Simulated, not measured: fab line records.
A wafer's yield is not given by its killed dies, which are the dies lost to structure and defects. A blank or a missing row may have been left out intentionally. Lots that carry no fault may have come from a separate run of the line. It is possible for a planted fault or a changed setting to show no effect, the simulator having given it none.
Which of the tools did it? + flow gf180mcu + 11 lots with 33 wafers sampled at 4 steps, on a route of 602 steps

== WHAT EACH GAUGE READ, for each wafer ==
GF_V5_RS_MEAS_24: the measuring method here is four-point-probe.
| lot  | measured     | on           | V5_W_RS (ohm/sq)  |
|------|--------------|--------------|-------------------|
| L154 | day 27 05:06 | filmMetro-03 | 0.326 0.327 0.327 |
| L155 | day 27 12:02 | filmMetro-02 | 0.331 0.321 0.321 |
| L158 | day 28 09:37 | filmMetro-04 | 0.343 0.331 0.337 |
| L159 | day 28 20:58 | filmMetro-02 | 0.325 0.320 0.327 |
| L160 | day 29 06:40 | filmMetro-03 | 0.332 0.325 0.330 |
| L164 | day 30 07:46 | filmMetro-04 | 0.329 0.335 0.331 |
| L165 | day 30 08:56 | filmMetro-02 | 0.321 0.414 0.325 |
| L168 | day 31 17:41 | filmMetro-03 | 0.316 0.397 0.316 |
| L173 | day 33 02:17 | filmMetro-02 | 0.328 0.329 0.336 |
| L174 | day 33 04:13 | filmMetro-02 | 0.334 0.328 0.328 |
| L175 | day 33 07:04 | filmMetro-03 | 0.333 0.333 0.331 |

== WHAT TOOL EACH LOT RAN ON (gives the tool, then ch and the chambers of the sampled wafers, and finally the start) ==
| lot  | GF_V5_ETCH_17                                | GF_V5_SPUTTER_21            | GF_V5_CVD_23                 |
|------|----------------------------------------------|-----------------------------|------------------------------|
| L154 | rieDiel-01 ch 1, day 27 04:53 or earlier     | pvdSputter-01, day 27 04:53 | cvdW-01 ch 0, day 27 04:59   |
| L155 | rieDiel-03 ch 0,2,3, day 27 11:48 or earlier | pvdSputter-02, day 27 11:48 | cvdW-01 ch 0,1, day 27 11:54 |
| L158 | rieDiel-01 ch 0,2,3, day 28 09:22 or earlier | pvdSputter-02, day 28 09:22 | cvdW-02 ch 0,1, day 28 09:28 |
| L159 | rieDiel-01 ch 2,3, day 28 20:42 or earlier   | pvdSputter-02, day 28 20:42 | cvdW-01 ch 0,1, day 28 20:50 |
| L160 | rieDiel-03 ch 0,1, day 29 06:27 or earlier   | pvdSputter-02, day 29 06:27 | cvdW-02 ch 0,1, day 29 06:33 |
| L164 | rieDiel-02 ch 0,2, day 30 07:34 or earlier   | pvdSputter-01, day 30 07:34 | cvdW-02 ch 0,1, day 30 07:40 |
| L165 | rieDiel-02 ch 0,3, day 30 08:41 or earlier   | pvdSputter-04, day 30 08:41 | cvdW-01 ch 0,1, day 30 08:47 |
| L168 | rieDiel-03 ch 0,1,2, day 31 17:27 or earlier | pvdSputter-01, day 31 17:27 | cvdW-01 ch 0,1, day 31 17:33 |
| L173 | rieDiel-03 ch 0,3, day 33 02:05 or earlier   | pvdSputter-04, day 33 02:05 | cvdW-02 ch 0,1, day 33 02:11 |
| L174 | rieDiel-03 ch 1,2,3, day 33 04:00 or earlier | pvdSputter-04, day 33 04:00 | cvdW-02 ch 0,1, day 33 04:06 |
| L175 | rieDiel-02 ch 0,2,3, day 33 06:50 or earlier | pvdSputter-01, day 33 06:50 | cvdW-02 ch 0,1, day 33 06:56 |
- GF_V5_ETCH_17: etches SiO2 in C4F8/O2/Ar, stops on TiN, target depth 855 nm.
- GF_V5_SPUTTER_21: material Ti, target thk 15 nm, time 80.02 s.
- GF_V5_CVD_23: deposits W, target thk 350 nm, time 104.9 s.

== THE ANSWER, worked out from the rows above alone ==
Rule: the lots themselves supply what counts as usual. The widest of any qualifying gaps counts: lots, ordered by their means at a reading, are off when they make up no more than a third of the lots, leave a main group of 4 or more, and stand apart from it by 3 or more times the standard deviation of that group's means. Not used: any main group whose means are identical at the precision the tables above print for the reading. Also off: a lot with no number at a reading for which 4 or more lots have one. All remaining lots with rows at the step are treated as sound.
No lot is off at any reading shown: from this, nothing can be told.

== WHAT THE SIMULATOR PUT IN ==
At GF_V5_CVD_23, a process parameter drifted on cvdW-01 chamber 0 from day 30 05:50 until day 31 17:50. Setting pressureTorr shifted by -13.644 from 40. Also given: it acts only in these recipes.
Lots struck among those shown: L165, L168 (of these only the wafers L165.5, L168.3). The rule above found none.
